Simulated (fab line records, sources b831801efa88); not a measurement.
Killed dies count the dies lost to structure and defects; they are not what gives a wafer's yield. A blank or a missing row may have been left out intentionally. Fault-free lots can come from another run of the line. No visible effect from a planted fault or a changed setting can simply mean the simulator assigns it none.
fab line records	flow sky130
record: lots: 15	wafers: 45	last-day: 50
route steps=708 shown FIELD_ISO@14 NWELL@34 PWDE@54
lots untouched by any fault: they come from a run of this same line in which no faults occurred
start-h: start of the lot's first displayed wafer, in hours after the record's first day	wait-h: time in hours since the lot's previous step	" as in the row above	L1.1+2: a row that stands for several wafers	- either no value or no given start	* or withheld: withheld	< > ~ a bound
route shown NAME@n: names a module that has steps shown in the file, with the first one's number in the route	usual: average and standard deviation across the fault-free wafers	same: alike in all rows	chamber/n: place in a boat	sites: per-site readings	_std_site: how widely they spread, as a standard deviation	_edge_site: the outer-site mean with the inner-site mean subtracted	radius-mm: how far each site lies from the wafer's centre	mask NAME#n: copy n	behind: tool/chamber where the wafer was last shaped	hold: why the lot went on hold/how many hours it stayed there/how the hold came to an end	device: which transistor (n, p or np) failed to switch	end of line: tests of these same wafers at the route's end	a step given without rows: its recipe and nothing more	killed: count of dies lost to structure and defects at first sort (not the wafer's yield)	map: per-die view of a wafer (x killed, . not killed, _ where there is no die)
set.NAME: setting as actually run; set.NAME@STEP: the setting as run at that earlier step	model.NAME: the simulator's own value behind a step, which no gauge read
a sample of lots followed through the steps of the route, with each step as a table and each wafer as a row
services: when a tool's chamber went out of use (start-h, in hours from the record's first day, below 0 if earlier), for how many hours, and the reason
== steps ==
step: SKY_FIELD_ISO_CD_MEAS_13
recipe: target-cd-nm: 150
usual: cd-nm: 150.1/1.4
lot.wafer	tool	chamber	start-h	wait-h	cd-nm
L392.1	cd-sem-02	-	31.90	-	148.7
L392.3	"	-	"	"	150.6
L392.6	"	-	"	"	148.9
L393.1	cd-sem-01	-	34.17	-	149.0
L393.4	"	-	"	"	150.4
L393.6	"	-	"	"	151.0
L394.1	cd-sem-01	-	40.05	-	150.6
L394.3	"	-	"	"	149.9
L394.4	"	-	"	"	150.9
L395.1	cd-sem-02	-	46.97	-	151.1
L395.2	"	-	"	"	150.9
L395.5	"	-	"	"	150.3
L397.1	cd-sem-02	-	55.97	-	149.6
L397.2	"	-	"	"	146.9
L397.4	"	-	"	"	148.5
L398.1	cd-sem-02	-	60.17	-	149.8
L398.3	"	-	"	"	149.9
L398.4	"	-	"	"	150.5
L399.1	cd-sem-02	-	67.57	-	149.8
L399.3	"	-	"	"	149.1
L399.6	"	-	"	"	149.5
L401.1	cd-sem-02	-	76.37	-	150.0
L401.2	"	-	"	"	151.7
L401.5	"	-	"	"	150.1
L402.2	cd-sem-01	-	79.89	-	150.7
L402.4	"	-	"	"	150.8
L402.5	"	-	"	"	152.5
L403.3	cd-sem-02	-	87.28	-	149.2
L403.4	"	-	"	"	148.9
L403.5	"	-	"	"	148.5
L404.1	cd-sem-01	-	91.05	-	150.0
L404.2	"	-	"	"	148.7
L404.6	"	-	"	"	148.8
L405.2	cd-sem-01	-	94.99	-	148.3
L405.3	"	-	"	"	146.7
L405.6	"	-	"	"	146.8
L410.2	cd-sem-02	-	122.42	-	148.9
L410.4	"	-	"	"	148.9
L410.5	"	-	"	"	149.9
L411.1	cd-sem-01	-	127.52	-	151.0
L411.3	"	-	"	"	151.3
L411.4	"	-	"	"	150.4
L412.3	cd-sem-02	-	132.76	-	150.2
L412.5	"	-	"	"	151.0
L412.6	"	-	"	"	150.8
step: SKY_FIELD_ISO_OXIDATION_22
recipe: temp-c: 950	ambient: O2	stabilise-s: 600	purge-s: 300	target-thk-a: 100	ox-time-s: 623
usual: ox-temp-c-max: 955.6/1.2
same: purge-s: 300	stabilise-s: 600
lot.wafer	tool	chamber	start-h	wait-h	ox-temp-c-max
L392.1	furnace-02	0	32.58	0.0	954.7
L392.3	"	0	"	"	954.1
L392.6	"	0	"	"	956.4
L393.1	furnace-01	0	35.73	0.8	954.7
L393.4	"	0	"	"	954.3
L393.6	"	0	"	"	953.4
L394.1	furnace-02	0	41.63	0.9	957.2
L394.3	"	0	"	"	957.7
L394.4	"	0	"	"	957.8
L395.1	furnace-01	0	48.14	0.5	956.2
L395.2	"	0	"	"	955.7
L395.5	"	0	"	"	953.7
L397.1	furnace-02	0	57.94	1.3	958.6
L397.2	"	0	"	"	955.9
L397.4	"	0	"	"	954.5
L398.1	furnace-02	0	60.84	0.0	957.7
L398.3	"	0	"	"	957.4
L398.4	"	0	"	"	957.3
L399.1	furnace-01	0	68.56	0.3	955.0
L399.3	"	0	"	"	953.7
L399.6	"	0	"	"	954.6
L401.1	furnace-02	0	77.03	0.0	956.6
L401.2	"	0	"	"	955.3
L401.5	"	0	"	"	956.2
L402.2	furnace-01	0	81.24	0.6	956.4
L402.4	"	0	"	"	954.5
L402.5	"	0	"	"	954.7
L403.3	furnace-02	0	88.09	0.2	958.5
L403.4	"	0	"	"	956.0
L403.5	"	0	"	"	954.6
L404.1	furnace-01	0	92.37	0.7	955.3
L404.2	"	0	"	"	955.2
L404.6	"	0	"	"	954.2
L405.2	furnace-01	0	96.42	0.7	955.0
L405.3	"	0	"	"	954.9
L405.6	"	0	"	"	955.1
L410.2	furnace-02	0	123.92	0.8	955.7
L410.4	"	0	"	"	955.5
L410.5	"	0	"	"	958.6
L411.1	furnace-02	0	128.21	0.0	957.1
L411.3	"	0	"	"	957.5
L411.4	"	0	"	"	956.6
L412.3	furnace-02	0	133.82	0.4	955.2
L412.5	"	0	"	"	956.2
L412.6	"	0	"	"	957.1
step: SKY_FIELD_ISO_THK_MEAS_23
recipe: reads: SiO2_of_FIELD_ISO_OXIDATION_22
usual: FIELD_ISO_OXIDATION_01_THK: 10.06/0.19
lot.wafer	tool	chamber	start-h	wait-h	FIELD_ISO_OXIDATION_01_THK[nm]
L392.1	film-metro-02	-	33.75	0.0	9.93
L392.3	"	-	"	"	9.98
L392.6	"	-	"	"	10.18
L393.1	film-metro-04	-	36.90	0.0	9.80
L393.4	"	-	"	"	10.12
L393.6	"	-	"	"	9.81
L394.1	film-metro-04	-	42.80	0.0	10.11
L394.3	"	-	"	"	10.18
L394.4	"	-	"	"	10.14
L395.1	film-metro-04	-	49.32	0.0	10.12
L395.2	"	-	"	"	9.98
L395.5	"	-	"	"	10.14
L397.1	film-metro-02	-	59.11	0.0	9.86
L397.2	"	-	"	"	9.75
L397.4	"	-	"	"	9.84
L398.1	film-metro-03	-	62.02	0.0	10.34
L398.3	"	-	"	"	10.39
L398.4	"	-	"	"	10.34
L399.1	film-metro-04	-	69.74	0.0	10.24
L399.3	"	-	"	"	10.15
L399.6	"	-	"	"	10.16
L401.1	film-metro-03	-	78.20	0.0	10.19
L401.2	"	-	"	"	10.03
L401.5	"	-	"	"	10.16
L402.2	film-metro-02	-	82.43	0.0	4.12
L402.4	"	-	"	"	4.03
L402.5	"	-	"	"	4.17
L403.3	film-metro-04	-	89.29	0.0	10.22
L403.4	"	-	"	"	10.22
L403.5	"	-	"	"	10.04
L404.1	film-metro-04	-	93.54	0.0	4.56
L404.2	"	-	"	"	4.62
L404.6	"	-	"	"	4.62
L405.2	film-metro-04	-	97.60	0.0	4.08
L405.3	"	-	"	"	4.16
L405.6	"	-	"	"	4.09
L410.2	film-metro-02	-	125.10	0.0	10.32
L410.4	"	-	"	"	10.27
L410.5	"	-	"	"	10.27
L411.1	film-metro-04	-	129.38	0.0	10.17
L411.3	"	-	"	"	10.02
L411.4	"	-	"	"	10.30
L412.3	film-metro-02	-	135.02	0.0	10.16
L412.5	"	-	"	"	10.41
L412.6	"	-	"	"	10.19
step: SKY_NWELL_THK_MEAS_02
recipe: reads: SiO2_of_NWELL_OXIDATION_01
usual: NWELL_OXIDATION_THK: 10.11/0.19
lot.wafer	tool	chamber	start-h	wait-h	NWELL_OXIDATION_THK[nm]
L392.1	film-metro-03	-	39.69	0.0	9.84
L392.3	"	-	"	"	9.98
L392.6	"	-	"	"	10.11
L393.1	film-metro-02	-	40.94	0.0	10.25
L393.4	"	-	"	"	10.21
L393.6	"	-	"	"	10.18
L394.1	film-metro-01	-	48.39	0.0	9.84
L394.3	"	-	"	"	10.07
L394.4	"	-	"	"	10.03
L395.1	film-metro-03	-	53.91	0.0	10.25
L395.2	"	-	"	"	10.09
L395.5	"	-	"	"	10.11
L397.1	film-metro-03	-	64.56	0.0	9.67
L397.2	"	-	"	"	10.00
L397.4	"	-	"	"	9.74
L398.1	film-metro-03	-	69.36	0.0	10.15
L398.3	"	-	"	"	10.00
L398.4	"	-	"	"	10.05
L399.1	film-metro-03	-	75.07	0.0	10.30
L399.3	"	-	"	"	10.43
L399.6	"	-	"	"	10.46
L401.1	film-metro-03	-	83.03	0.0	10.33
L401.2	"	-	"	"	10.27
L401.5	"	-	"	"	10.27
L402.2	film-metro-03	-	87.04	0.0	10.06
L402.4	"	-	"	"	10.05
L402.5	"	-	"	"	10.02
L403.3	film-metro-01	-	93.89	0.0	10.15
L403.4	"	-	"	"	10.31
L403.5	"	-	"	"	10.13
L404.1	film-metro-03	-	98.28	0.0	9.76
L404.2	"	-	"	"	9.92
L404.6	"	-	"	"	9.99
L405.2	film-metro-03	-	102.62	0.0	10.08
L405.3	"	-	"	"	10.30
L405.6	"	-	"	"	10.30
L410.2	film-metro-03	-	130.65	0.0	10.20
L410.4	"	-	"	"	10.21
L410.5	"	-	"	"	10.16
L411.1	film-metro-02	-	133.55	0.0	10.18
L411.3	"	-	"	"	10.04
L411.4	"	-	"	"	10.09
L412.3	film-metro-02	-	140.28	0.0	10.57
L412.5	"	-	"	"	10.41
L412.6	"	-	"	"	10.40
step: SKY_PWDE_STRIP_09
recipe: chemistry: O2/N2	power-w: 1400	pressure-mtorr: 1500	platen-temp-c: withheld	o2-flow-sccm: 3000	n2-flow-sccm: 300	overash-fraction: 0.5
usual: chamber-pressure-mTorr: 1500.0/1.6	drypump-motor-current-A: 5.4/0.52	oes-product-au: 0.723/0.0047	strip-time-to-endpoint-s: 36.92/0.086
lot.wafer	tool	chamber	start-h	wait-h	chamber-pressure-mTorr	drypump-motor-current-A	oes-product-au	rf-hours-counter-h	strip-time-to-endpoint-s
L392.1	plasma-asher-02	0	70.49	0.1	1499.7	4.9	0.715	37	36.97
L392.3	"	1	"	"	1500.5	5.5	0.726	-	37.00
L392.6	"	1	"	"	1501.8	5.6	0.727	-	37.04
L393.1	plasma-asher-02	0	72.73	0.1	1497.2	4.9	0.723	37	36.75
L393.4	"	1	"	"	1500.4	5.5	0.728	-	36.87
L393.6	"	1	"	"	1499.6	5.6	0.725	-	36.91
L394.1	plasma-asher-02	1	81.84	0.1	1499.8	5.5	0.722	38	37.02
L394.3	"	1	"	"	1499.2	5.5	0.724	-	36.89
L394.4	"	0	"	"	1499.4	5.0	0.725	-	36.97
L395.1	plasma-asher-02	1	86.91	0.1	1500.0	5.6	0.727	39	36.89
L395.2	"	0	"	"	1501.2	4.9	0.719	39	37.04
L395.5	"	1	"	"	1499.7	5.6	0.726	-	36.98
L397.1	plasma-asher-01	1	99.09	0.1	1498.9	6.1	0.722	28	36.80
L397.2	"	0	"	"	1499.8	4.9	0.731	28	36.91
L397.4	"	0	"	"	1499.8	4.9	0.720	-	36.85
L398.1	plasma-asher-04	1	103.26	0.1	1500.4	5.3	0.724	43	36.97
L398.3	"	0	"	"	1496.8	6.6	0.727	-	37.04
L398.4	"	1	"	"	1501.4	5.3	0.723	-	36.97
L399.1	plasma-asher-01	0	110.73	0.1	1501.0	4.9	0.721	29	36.86
L399.3	"	1	"	"	1503.5	6.1	0.727	-	36.81
L399.6	"	1	"	"	1498.8	6.1	0.715	-	36.78
L401.1	plasma-asher-02	0	119.63	0.1	1501.1	4.9	0.730	42	37.02
L401.2	"	1	"	"	1500.9	5.5	0.722	42	36.92
L401.5	"	1	"	"	1498.8	5.5	0.720	-	37.07
L402.2	plasma-asher-02	0	122.46	0.1	1498.5	4.9	0.725	42	36.83
L402.4	"	1	"	"	1499.7	5.5	0.723	-	36.84
L402.5	"	1	"	"	1498.9	5.5	0.723	-	36.74
L403.3	plasma-asher-01	0	130.77	0.1	1499.9	4.8	0.726	-	36.97
L403.4	"	1	"	"	1501.0	6.1	0.725	-	36.94
L403.5	"	1	"	"	1500.4	6.1	0.715	-	36.91
L404.1	plasma-asher-04	0	135.43	0.1	1499.4	6.6	0.721	2	36.82
L404.2	"	1	"	"	1501.5	5.3	0.718	2	36.97
L404.6	"	0	"	"	1499.2	6.6	0.729	-	36.92
L405.2	plasma-asher-01	1	140.28	0.1	1499.7	6.1	0.712	32	37.09
L405.3	"	1	"	"	1499.6	6.1	0.726	-	36.99
L405.6	"	1	"	"	1500.5	6.1	0.725	-	36.89
L410.2	plasma-asher-01	0	169.63	0.1	1500.3	4.9	0.726	35	36.81
L410.4	"	1	"	"	1500.0	6.1	0.717	-	36.97
L410.5	"	0	"	"	1500.8	4.9	0.722	-	37.06
L411.1	plasma-asher-02	1	172.61	0.1	1497.9	5.6	0.721	47	36.90
L411.3	"	0	"	"	1501.2	5.0	0.724	-	37.03
L411.4	"	1	"	"	1499.3	5.5	0.736	-	36.92
L412.3	plasma-asher-02	0	180.29	0.1	1500.7	5.0	0.725	-	36.85
L412.5	"	0	"	"	1501.0	4.9	0.728	-	36.90
L412.6	"	1	"	"	1500.7	5.6	0.725	-	36.95
== services ==
tool	chamber	start-h	hours	kind
furnace-02	-	27.60	3.1	pm
plasma-asher-01	-	54.85	2.3	repair
furnace-01	-	55.49	3.4	pm
plasma-asher-01	-	103.12	1.1	repair
plasma-asher-04	-	108.75	9.0	pm
plasma-asher-04	0	108.75	9.0	vent-cycle
plasma-asher-04	1	108.75	9.0	vent-cycle
plasma-asher-04	0	117.75	-	clean
plasma-asher-04	1	117.75	-	clean
furnace-02	-	149.44	4.3	pm
furnace-01	-	156.58	3.5	pm
== key ==
first-sign: step: SKY_FIELD_ISO_THK_MEAS_23	reading: FIELD_ISO_OXIDATION_01_THK	direction: down	sigmas: 31	usual: 10.06	struck: 4.27
effect none on later readings
met-at SKY_FIELD_ISO_OXIDATION_22
struck-lots L402,L404,L405
sort-left-out L402.2,L402.4,L402.5,L404.1,L404.2,L404.6
tester-left-out L402,L404,L405
not-acting-at SKY_FIELD_ISO_CD_MEAS_13,SKY_NWELL_THK_MEAS_02,SKY_PWDE_STRIP_09
onset-between 68.56 81.24
fault: kind: process-parameter-drift	tool: furnace-01	chamber: -	onset-h: 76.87	steps: SKY_FIELD_ISO_OXIDATION_22	channel: ox-time-s	offset: *	shape: step	end-h: 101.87	acts-in: *	stated: *
tester-left-out: of these lots the tester's yield and bins aren't shown, on N5 and GAA mostly nor the transistor test; their killed dies are dies lost to structure and defects alone, not to doping, threshold or leakage, so they don't give the yield
sort-left-out: the simulated sort isn't trusted on such a fault, so these wafers' sort isn't shown, and their yield isn't known
